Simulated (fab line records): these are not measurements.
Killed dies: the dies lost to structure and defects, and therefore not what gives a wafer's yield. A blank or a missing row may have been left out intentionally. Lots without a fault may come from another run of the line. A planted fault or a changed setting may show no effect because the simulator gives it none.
Which tool did it? ; flow sky130 ; 13 lots with 39 wafers sampled at 3 steps, on a route of 708 steps

## WHAT THE GAUGES SHOWED, per wafer
SKY_METAL1_CD_MEAS_15: the cd target is 140 nm. Usual: cdNm 140.0 nm, standard deviation 1.6.
lot;measured;on;cdNm (nm);flag
L202;day 32 23:21;cdSem-01;140.1 136.7 138.1;
L204;day 33 18:48;cdSem-01;140.1 138.3 137.7;
L206;day 34 01:56;cdSem-01;140.4 138.4 139.9;
L205;day 34 02:30;cdSem-01;141.0 139.0 140.2;
L208;day 35 01:39;cdSem-01;142.4 140.6 141.2;
L210;day 35 16:25;cdSem-01;139.3 138.1 138.9;
L211;day 35 22:21;cdSem-01;138.9 138.5 137.5;
L213;day 36 14:44;cdSem-01;138.9 139.3 141.3;
L217;day 37 21:30;cdSem-01;140.1 140.8 139.6;
L222;day 39 01:50;cdSem-01;142.8 140.0 142.7;
L223;day 39 10:04;cdSem-01;140.1 139.9 139.7;
L224;day 39 17:00;cdSem-01;139.8 139.5 139.9;
L225;day 40 03:16;cdSem-01;141.3 140.5 141.5;

SKY_VIA1_BOW_MEAS_03. Usual: VIA1_BOW typically reads 81 um, with standard deviation 7.5.
lot;measured;on;VIA1_BOW (um);flag
L202;day 33 00:49;filmMetro-04;71 80 81;
L204;day 33 20:13;filmMetro-04;78 90 74;
L206;day 34 03:32;filmMetro-01;84 73 95;
L205;day 34 03:55;filmMetro-02;79 84 78;
L208;day 35 03:06;filmMetro-01;86 89 91;
L210;day 35 17:53;filmMetro-01;78 76 85;
L211;day 35 23:45;filmMetro-04;88 85 79;
L213;day 36 16:09;filmMetro-01;82 85 86;
L217;day 37 23:00;filmMetro-02;95 89 85;
L222;day 39 03:17;filmMetro-01;79 89 77;
L223;day 39 11:46;filmMetro-04;71 73 69;
L224;day 39 23:25;filmMetro-01;73 83 82;
L225;day 40 04:41;filmMetro-02;90 98 97;

## TOOL THAT RAN EACH LOT (tool first, then ch and the chambers of the sampled wafers, then the start)
lot;SKY_VIA1_CMP_02
L202;cmp-02 ch 1,3, day 33 00:31
L204;cmp-02 ch 0,1,2, day 33 19:55
L206;cmp-01 ch 0,3, day 34 03:13
L205;cmp-02 ch 0,1,3, day 34 03:37
L208;cmp-02 ch 0,1,2, day 35 02:48
L210;cmp-02 ch 0,1, day 35 17:34
L211;cmp-01 ch 1,3, day 35 23:30
L213;cmp-02 ch 2,3, day 36 15:49
L217;cmp-01 ch 1,2,3, day 37 22:45
L222;cmp-01 ch 0,3, day 39 03:00
L223;cmp-02 ch 1,2,3, day 39 11:31
L224;cmp-01 ch 0,1,3, day 39 23:13
L225;cmp-02 ch 1,2,3, day 40 04:25
- SKY_VIA1_CMP_02: polishes SiO2.

## WHAT THE TOOLS THEMSELVES READ (means of the sampled wafers that have a number; where no wafer has one, the mark that the record gives instead)
SKY_VIA1_CMP_02. Usual: motorCurrentA 12.5 A, standard deviation 1.1.
lot;tool;motorCurrentA (A);flag
L202;cmp-02;12.8;
L204;cmp-02;12.2;
L206;cmp-01;13.3;
L205;cmp-02;13.1;
L208;cmp-02;12.6;
L210;cmp-02;13.4;
L211;cmp-01;13.7;
L213;cmp-02;11.5;
L217;cmp-01;12.3;
L222;cmp-01;12.4;
L223;cmp-02;12.2;
L224;cmp-01;13.4;
L225;cmp-02;12.5;

## THE ANSWER, worked out from the rows above alone
Rule: lot off if the mean of its wafers having a number is beyond 3 standard deviations from the usual mean. A lot without any number at a reading at which 4 lots or more have one is off too. Where the step has rows for the other lots, those lots are counted as sound. The gauges are gone through in route order, then the tools' own readings, and for those a lot's mean is taken as printed above. The first step at which some lot is off is used, and at that step the reading that is off furthest; a lot without a number counts as furthest.
Across all readings shown, no lot is off: no conclusion can be drawn from this.

## WHAT THE SIMULATOR PUT IN
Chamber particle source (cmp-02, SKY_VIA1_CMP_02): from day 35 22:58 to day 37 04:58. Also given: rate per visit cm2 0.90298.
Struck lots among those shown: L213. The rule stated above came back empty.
